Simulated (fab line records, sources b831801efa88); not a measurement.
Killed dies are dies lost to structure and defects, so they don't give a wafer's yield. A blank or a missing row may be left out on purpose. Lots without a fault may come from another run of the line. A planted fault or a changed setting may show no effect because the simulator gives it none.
Which tool did it? | flow gf180mcu | 12 lots, 36 wafers sampled, at 4 steps of a route of 602

WHAT THE GAUGES READ, wafer by wafer
GF_TOP_METAL_RS_MEAS_05: measures by four-point-probe.
lot  | measured     | on            | TOP_METAL_ALCU_RS (ohm/sq)
L566 | day 27 10:32 | film_metro-03 | 0.0329 0.0330 0.0328
L567 | day 27 20:59 | film_metro-04 | 0.0327 0.0325 0.0327
L568 | day 28 02:27 | film_metro-04 | 0.0323 0.0322 0.0325
L572 | day 29 11:52 | film_metro-03 | 0.0328 0.0327 0.0331
L578 | day 31 03:40 | film_metro-01 | 0.0333 0.0331 0.0335
L580 | day 31 20:58 | film_metro-03 | 0.0327 0.0326 0.0326
L582 | day 32 11:47 | film_metro-01 | 0.0335 0.0332 0.0333
L583 | day 32 16:16 | film_metro-04 | 0.0330 0.0327 0.0331
L585 | day 32 23:25 | film_metro-04 | 0.0327 0.0328 0.0328
L586 | day 33 06:22 | film_metro-03 | 0.0327 0.0326 0.0323
L587 | day 33 13:17 | film_metro-04 | 0.0332 0.0332 0.0333
L588 | day 33 18:51 | film_metro-04 | 0.0328 0.0325 0.0327

GF_PASSIVATION_BOW_MEAS_14.
lot  | measured     | on            | PASSIVATION_BOW (um)
L566 | day 29 04:46 | film_metro-04 | 154 142 144
L567 | day 29 15:09 | film_metro-01 | 131 130 130
L568 | day 29 19:18 | film_metro-01 | 147 142 137
L572 | day 31 03:07 | film_metro-04 | 133 137 132
L578 | day 32 16:45 | film_metro-04 | 149 138 132
L580 | day 33 08:52 | film_metro-04 | 141 132 136
L582 | day 33 21:55 | film_metro-02 | 148 151 148
L583 | day 34 03:13 | film_metro-04 | 133 131 123
L585 | day 34 09:34 | film_metro-01 | 143 140 144
L586 | day 34 15:07 | film_metro-02 | 141 135 145
L587 | day 34 22:19 | film_metro-02 | 125 132 129
L588 | day 35 03:26 | film_metro-04 | 126 132 121

WHICH TOOL RAN EACH LOT (tool, then ch and the chambers of the sampled wafers, then the start)
lot  | GF_M2_SPUTTER_01             | GF_TOP_METAL_METAL_ETCH_16
L566 | pvd_sputter-04, day 18 08:37 | rie_metal-04 ch 0,1, day 28 06:27
L567 | pvd_sputter-04, day 18 20:26 | rie_metal-04 ch 0, day 28 16:19
L568 | pvd_sputter-04, day 19 04:47 | rie_metal-04 ch 0, day 28 21:31
L572 | pvd_sputter-04, day 20 22:26 | rie_metal-04 ch 0,1, day 30 06:52
L578 | pvd_sputter-01, day 23 02:10 | rie_metal-01 ch 0,1, day 31 21:12
L580 | pvd_sputter-01, day 23 23:04 | rie_metal-04 ch 0,1, day 32 13:49
L582 | pvd_sputter-01, day 24 17:01 | rie_metal-01 ch 0,1, day 33 03:43
L583 | pvd_sputter-04, day 24 23:58 | rie_metal-03 ch 0, day 33 08:16
L585 | pvd_sputter-02, day 25 10:01 | rie_metal-04 ch 0,1, day 33 15:33
L586 | pvd_sputter-04, day 25 17:38 | rie_metal-03 ch 0,1, day 33 21:37
L587 | pvd_sputter-04, day 26 02:25 | rie_metal-01 ch 0,1, day 34 04:46
L588 | pvd_sputter-02, day 26 09:31 | rie_metal-03 ch 0,1, day 34 10:13
- GF_M2_SPUTTER_01: material TiN, target thk 30 nm, time 25 s.
- GF_TOP_METAL_METAL_ETCH_16: etches the open film in Cl2/BCl3, stops on SiO2, target depth 1077.5 nm, time 179.6 s.

WHAT THE TOOLS THEMSELVES READ (means of the sampled wafers that have a number; where no wafer has one, the mark that the record gives instead)
GF_M2_SPUTTER_01.
lot  | tool           | chamber_pressure_pa (Pa) | throttle_valve_pct (%)
L566 | pvd_sputter-04 | 0.3996                   | 28.7
L567 | pvd_sputter-04 | 0.3994                   | 29.4
L568 | pvd_sputter-04 | 0.3998                   | 28.6
L572 | pvd_sputter-04 | 0.4003                   | 29.8
L578 | pvd_sputter-01 | 0.3999                   | 30.5
L580 | pvd_sputter-01 | 0.4009                   | 30.2
L582 | pvd_sputter-01 | 0.4003                   | 30.3
L583 | pvd_sputter-04 | 0.3995                   | 29.3
L585 | pvd_sputter-02 | 0.4006                   | 30.1
L586 | pvd_sputter-04 | 0.4000                   | 29.3
L587 | pvd_sputter-04 | 0.4001                   | 29.4
L588 | pvd_sputter-02 | 0.4005                   | 30.2

GF_TOP_METAL_METAL_ETCH_16.
lot  | tool         | bcl3_flow_sccm (sccm) | chamber_pressure_mTorr (mTorr) | drypump_motor_current_A (A) | oes_product_au (a.u.) | throttle_valve_pct (%)
L566 | rie_metal-04 | 40.14                 | 7.996                          | 5.5                         | 0.967                 | 28.259
L567 | rie_metal-04 | 39.94                 | 8.002                          | 6.4                         | 0.964                 | 28.256
L568 | rie_metal-04 | 39.94                 | 8.004                          | 6.4                         | 0.973                 | 28.256
L572 | rie_metal-04 | 39.95                 | 8.003                          | 6.0                         | 0.964                 | 28.260
L578 | rie_metal-01 | 40.05                 | 7.994                          | 5.5                         | 0.959                 | 28.265
L580 | rie_metal-04 | 40.04                 | 7.998                          | 5.5                         | 0.972                 | 28.252
L582 | rie_metal-01 | 39.98                 | 7.999                          | 5.5                         | 0.963                 | 28.261
L583 | rie_metal-03 | 40.03                 | 7.996                          | 6.0                         | 0.967                 | 28.261
L585 | rie_metal-04 | 39.93                 | 8.001                          | 5.5                         | 0.967                 | 28.251
L586 | rie_metal-03 | 40.01                 | 7.997                          | 6.1                         | 0.970                 | 28.253
L587 | rie_metal-01 | 39.92                 | 8.007                          | 5.5                         | 0.959                 | 28.261
L588 | rie_metal-03 | 40.00                 | 8.003                          | 6.1                         | 0.973                 | 28.253

THE ANSWER, worked out from the rows above alone
Rule: what is usual is taken from the lots themselves. Put in order of their means at a reading, lots are off if they are a third of the lots or fewer, leave a main group of 4 or more, and stand apart from it by a gap of 3 or more times the standard deviation of the main group's means; of several such gaps the widest counts. A main group whose means are all the same, to the digits that the tables above print for the reading, isn't used. A lot without any number at a reading at which 4 lots or more have one is off too. The other lots that the step has rows for count as sound. The gauges are gone through in route order, then the tools' own readings, and for those a lot's mean is taken as printed above. The first step at which some lot is off is used, and at that step the reading that is off furthest; a lot without a number counts as furthest.
No lot is off at any reading shown: from this, nothing can be told.

WHAT THE SIMULATOR HAD PUT IN
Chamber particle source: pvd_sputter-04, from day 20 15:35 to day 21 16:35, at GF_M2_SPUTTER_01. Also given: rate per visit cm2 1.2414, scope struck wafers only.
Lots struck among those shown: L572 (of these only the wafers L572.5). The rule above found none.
